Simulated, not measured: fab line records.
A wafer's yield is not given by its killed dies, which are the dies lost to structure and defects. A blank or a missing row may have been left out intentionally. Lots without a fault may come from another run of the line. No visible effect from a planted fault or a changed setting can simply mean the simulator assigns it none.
A struck lot beside a sound one -- flow sky130 -- 37 out of 708 route steps
Sound: these wafers, L519.1, L519.3, L519.4. Wafers struck: L506.1, L506.2, L506.5. The cause is given at the end.
Order at every step that has rows: each side's tool, ch and its chambers, its first start. Under that, the readings that differ: sound wafers -- struck wafers -- difference of the means -- sigmas: that difference in standard deviations of wafers without a fault.
alike: readings with means less than 2 such deviations apart, plus words and numbers identical on both sides. not compared: withheld readings, readings lacking a value on some wafer, bounds such as >300 that could conceal the same value, and numbers that have no deviation in the record and whose values overlap.
Wherever a step has rows on one side only, a row that says differs or no value, or a row with sigmas, the two part there. Numbers that have no deviation but don't overlap get no sigmas and don't part them. Lack of a reading on every wafer of one side parts them only where that side has two or more wafers.

first, 10 steps without rows for these wafers: SKY_LDD_LDN_SOFTBAKE_03 (time 60 s); SKY_LDD_LDN_EXPOSE_04 (exposes mask LDNTM, target cd 700 nm); SKY_LDD_LDN_PEB_05; SKY_LDD_LDN_DEVELOP_06 (develop time 60 s); SKY_LDD_LDN_IMPLANT_08; SKY_LDD_LDN_IMPLANT_09; SKY_LDD_LDN_IMPLANT_10; SKY_LDD_LDN_IMPLANT_11; SKY_LDD_LDN_STRIP_12 (strips in O2/N2); SKY_LDD_LDN_CLEAN_14 (cleans in SC1/SC2, time 150 s).
SKY_SPACER_CVD_00: deposits Si3N4 from DCS/NH3, target thk 43.1 nm, time 740 s.
  sound on lpcvd-02 ch 1, day 31 01:15; struck on lpcvd-02 ch 1, day 26 13:10
reading,sound,struck,difference,sigmas
spikeTcBottomC (C),789.3 789.5 790.1,773.3 775.4 775.2,-15.0,-10
spikeTcCentreC (C),769.5 771.0 771.7,753.4 755.8 752.2,-16.9,-17
spikeTcLowerC (C),770.2 770.5 771.2,755.8 755.0 755.8,-15.1,-16
spikeTcTopC (C),785.7 786.5 786.1,771.8 773.6 772.9,-13.3,-8
spikeTcUpperC (C),770.0 769.7 769.7,755.7 754.5 756.8,-14.1,-15
susceptorTempC (C),769.9 770.2 770.1,755.4 755.4 755.2,-14.7,-48
model.Si3N4_of_SPACER_CVD_00.thkNm (nm),42.76 42.89 42.85,31.84 32.14 31.83,-10.90,
SKY_SPACER_THK_MEAS_01:
  sound on filmMetro-01, day 31 02:27; struck on filmMetro-01, day 26 14:23
reading,sound,struck,difference,sigmas
SPACER_CVD_00_THK (nm),42.8 42.9 42.8,31.8 32.1 31.8,-10.9,-31
SKY_SPACER_ETCHBACK_02: etches Si3N4 in CH3F/O2, stops on SiO2, time 46.7 s, target depth 45 nm.
  sound on rieDiel-01 ch 2,3, day 31 02:31; struck on rieDiel-01 ch 1,2, day 26 14:26
reading,sound,struck,difference,sigmas
oesProductAu (a.u.),0.851 0.849 0.860,0.729 0.728 0.723,-0.127,-22
throttleValvePct (%),10.579 10.556 10.556,10.544 10.535 10.541,-0.024,-2
model.etch.depthNm (nm),42.76 42.89 42.85,31.84 32.14 31.83,-10.90,
  alike: drypumpMotorCurrentA
  not compared: rfHoursCounterH
then, 22 steps without rows for these wafers: SKY_POLY_CUT_DEHYDRATE_00 (time 60 s); SKY_POLY_CUT_HMDS_01 (prime time 60 s); SKY_POLY_CUT_COAT_02 (resist thk 60 nm); SKY_POLY_CUT_COAT_03 (resist thk 450 nm); SKY_POLY_CUT_SOFTBAKE_04 (time 90 s); SKY_POLY_CUT_EXPOSE_05 (exposes mask NPCM, target cd 270 nm); SKY_POLY_CUT_PEB_06; SKY_POLY_CUT_DEVELOP_07 (develop time 60 s); SKY_POLY_CUT_ETCH_10 (etches BARC in N2/H2, stops on SiO2, time 45.9 s, target depth 60 nm); SKY_POLY_CUT_ETCH_11 (etches Si3N4 in CF4/CH2F2/Ar, stops on poly-Si, time 42.5 s, target depth 60 nm); SKY_POLY_CUT_STRIP_12 (strips in O2/N2); SKY_SD_P_DEHYDRATE_00 (time 60 s); SKY_SD_P_HMDS_01 (prime time 60 s); SKY_SD_P_COAT_02 (resist thk 1140 nm); SKY_SD_P_SOFTBAKE_03 (time 60 s); SKY_SD_P_EXPOSE_04 (exposes mask PSDM, target cd 380 nm); SKY_SD_P_PEB_05; SKY_SD_P_DEVELOP_06 (develop time 60 s); SKY_SD_P_IMPLANT_09; SKY_SD_P_STRIP_10 (strips in O2/N2); SKY_RES_XHIGH_DEHYDRATE_00 (time 60 s); SKY_RES_XHIGH_HMDS_01 (prime time 60 s).
-- the record jumps here: 5 days lie between the struck wafers' starts before and after (it left off in module RES_XHIGH and takes up again in module SALICIDE, whose first step shown is number 361 of the route) --
SKY_SALICIDE_CLEAN_00: cleans in HF-last, time 29.05 s.
  sound on wetBench-02 ch 0, day 35 17:37; struck on wetBench-01 ch 3, day 31 09:38
reading,sound,struck,difference,sigmas
model.Si3N4_of_SPACER_CVD_00.thkNm (nm),41.8 41.93 41.9,30.88 31.19 30.87,-10.90,
-- the record jumps here: 17 days lie between the struck wafers' starts before and after (it left off in module SALICIDE and takes up again in module PAD_OPEN, whose first step shown is number 708 of the route) --
SKY_PAD_OPEN_PROBE_99:
  sound on prober-02, day 51 11:50; struck on prober-02, day 48 07:25
reading,sound,struck,difference,sigmas
killedAtContacts,13 23 19,27 35 25,+11,+2
model.etest.pfet_01v8.rOnOhmUm,2959 3011 2981,2480 2494 2526,-484,
model.etest.pfetG5v0d10v5.rOnOhmUm,4811 4862 4865,4720 4697 4691,-143,
model.etest.nfetG5v0d10v5.rOnOhmUm,1892 1910 1895,1806 1800 1806,-95,
model.etest.sonosUncharged.rOnOhmUm,811.8 824.5 819.2,756.5 764.5 761.1,-57.8,
model.etest.resPdiff.lineOhmUm,1370 1371 1390,1342 1352 1320,-39,
model.etest.pfet_01v8.driveUaUm,185.8 184.1 184.5,229.6 231.7 227.6,+44.8,
model.etest.nfet_01v8_lvt.driveUaUm,555.2 544.5 566.1,602.2 605.3 604.1,+48.6,
model.etest.pfet_01v8_hvt.driveUaUm,137.3 135.4 138.6,174.5 175 172.6,+36.9,
  alike: killed_at_M0_to_M3, killed_at_M4_up, killedAtFrontEnd, killedAtOther, killedDies, killedOpen, killedShort

WHERE THEY PART
Last at SKY_PAD_OPEN_PROBE_99 as far as this record goes, first at SKY_SPACER_CVD_00.

WHY: the cause the simulator had injected
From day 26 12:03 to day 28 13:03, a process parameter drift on lpcvd-02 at SKY_SPACER_CVD_00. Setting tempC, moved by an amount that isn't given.
